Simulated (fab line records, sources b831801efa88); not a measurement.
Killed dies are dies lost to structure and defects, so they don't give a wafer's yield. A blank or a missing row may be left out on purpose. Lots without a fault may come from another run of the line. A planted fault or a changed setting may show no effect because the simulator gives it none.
Tool commonality check | flow sky130 | 11 lots, 39 wafers sampled

WHY IT WAS OPENED
At SKY_VIA2_THK_MEAS_01 the reading VIA2_HDPCVD_THK is flagged on 2 of 11 lots. Wafers without a fault read 1180 nm, standard deviation 18.
Rule: a lot is flagged when every wafer of it that has a number lies more than 4 standard deviations from that mean, or none has a number. The other lots count as sound.

lot  | measured     | on            | VIA2_HDPCVD_THK (nm), wafer by wafer | flag
L341 | day 35 13:56 | film_metro-04 | 1200 1184 1189                       |
L343 | day 36 07:33 | film_metro-01 | 1169 1175 1172                       |
L346 | day 37 11:55 | film_metro-02 | 1192 1164 1201                       |
L348 | day 38 05:50 | film_metro-04 | 1181 1194 1202                       |
L349 | day 39 01:43 | film_metro-02 | 1181 1159 1180                       |
L350 | day 39 07:22 | film_metro-04 | 1195 1181 1165                       |
L353 | day 39 13:35 | film_metro-01 | 1188 1182 1164                       |
L352 | day 39 14:13 | film_metro-04 | 1173 1179 1208                       |
L354 | day 40 02:25 | film_metro-04 | 1206 1175 1197                       |
L358 | day 41 00:35 | film_metro-01 | 953 969 943 954 968 942              | FLAGGED
L359 | day 41 04:42 | film_metro-04 | 959 934 947 959 935 947              | FLAGGED
The numbers of the flagged lots are 951 nm on average: -229 nm against the usual, or -13 standard deviations.

WHICH TOOL RAN EACH LOT
The record holds 2 process steps before the reading, out of a route of 708 steps. In each cell: the tool, then ch and the chambers that the sampled wafers went through, then the start.
lot  | flag    | SKY_VIA1_STRIP_16                    | SKY_VIA2_HDPCVD_00
L341 |         | plasma_asher-04 ch 0,1, day 34 08:47 | hdpcvd-02 ch 0,1, day 35 13:47
L343 |         | plasma_asher-04 ch 0,1, day 35 02:40 | hdpcvd-02 ch 1,2, day 36 07:25
L346 |         | plasma_asher-04 ch 0,1, day 36 07:02 | hdpcvd-01 ch 0,1,2, day 37 11:47
L348 |         | plasma_asher-04 ch 0,1, day 37 00:52 | hdpcvd-01 ch 0,1,2, day 38 05:42
L349 |         | plasma_asher-03 ch 0,1, day 37 21:38 | hdpcvd-02 ch 0,1,2, day 39 01:35
L350 |         | plasma_asher-04 ch 0,1, day 38 02:52 | hdpcvd-01 ch 0,1,2, day 39 07:14
L353 |         | plasma_asher-01 ch 1, day 38 10:08   | hdpcvd-02 ch 0,1,2, day 39 13:27
L352 |         | plasma_asher-04 ch 0,1, day 38 11:00 | hdpcvd-01 ch 0,2, day 39 14:05
L354 |         | plasma_asher-04 ch 0,1, day 38 22:23 | hdpcvd-01 ch 0,2, day 40 02:16
L358 | FLAGGED | plasma_asher-03 ch 0,1, day 39 21:22 | hdpcvd-02 ch 0,1,2, day 41 00:28
L359 | FLAGGED | plasma_asher-01 ch 0,1, day 40 01:55 | hdpcvd-02 ch 0,2, day 41 04:35
What these steps do:
- SKY_VIA1_STRIP_16: strips in O2/N2.
- SKY_VIA2_HDPCVD_00: deposits SiO2, target thk 1180 nm, time 196.7 s.
- SKY_VIA2_THK_MEAS_01

FLAGGED OVER TOTAL, TOOL BY TOOL (the gauges that took the reading come last)
step                 | tool            | lots run | flagged | share of the flagged lots | sound lots run after its first flagged lot
SKY_VIA1_STRIP_16    | plasma_asher-01 | 2        | 1       | some                      | 0
SKY_VIA1_STRIP_16    | plasma_asher-03 | 2        | 1       | some                      | 0
SKY_VIA1_STRIP_16    | plasma_asher-04 | 7        | 0       | none                      | -
SKY_VIA2_HDPCVD_00   | hdpcvd-01       | 5        | 0       | none                      | -
SKY_VIA2_HDPCVD_00   | hdpcvd-02       | 6        | 2       | all                       | 0
SKY_VIA2_THK_MEAS_01 | film_metro-01   | 3        | 1       | some                      | 0
SKY_VIA2_THK_MEAS_01 | film_metro-02   | 2        | 0       | none                      | -
SKY_VIA2_THK_MEAS_01 | film_metro-04   | 6        | 1       | some                      | 0

WHAT THE TABLE ALLOWS
1 row of the table ran every flagged lot: hdpcvd-02 at SKY_VIA2_HDPCVD_00.
- hdpcvd-02 at SKY_VIA2_HDPCVD_00: 2 of its 6 lots flagged. Its last sound lot is L353 (day 39 13:27), its first flagged lot L358 (day 41 00:28): a fault that began between those two fits. Its own readings lie more than 4 standard deviations out on every wafer of the flagged lots: sih4_flow_sccm.
One tool is left: hdpcvd-02 at SKY_VIA2_HDPCVD_00.

WHAT THE SIMULATOR HAD PUT IN
Process parameter drift: hdpcvd-02, from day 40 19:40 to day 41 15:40, at SKY_VIA2_HDPCVD_00. Setting sih4_flow_sccm, moved by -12, from 60. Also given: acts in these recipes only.
Lots struck among those shown: L358, L359. The rule above found the same.
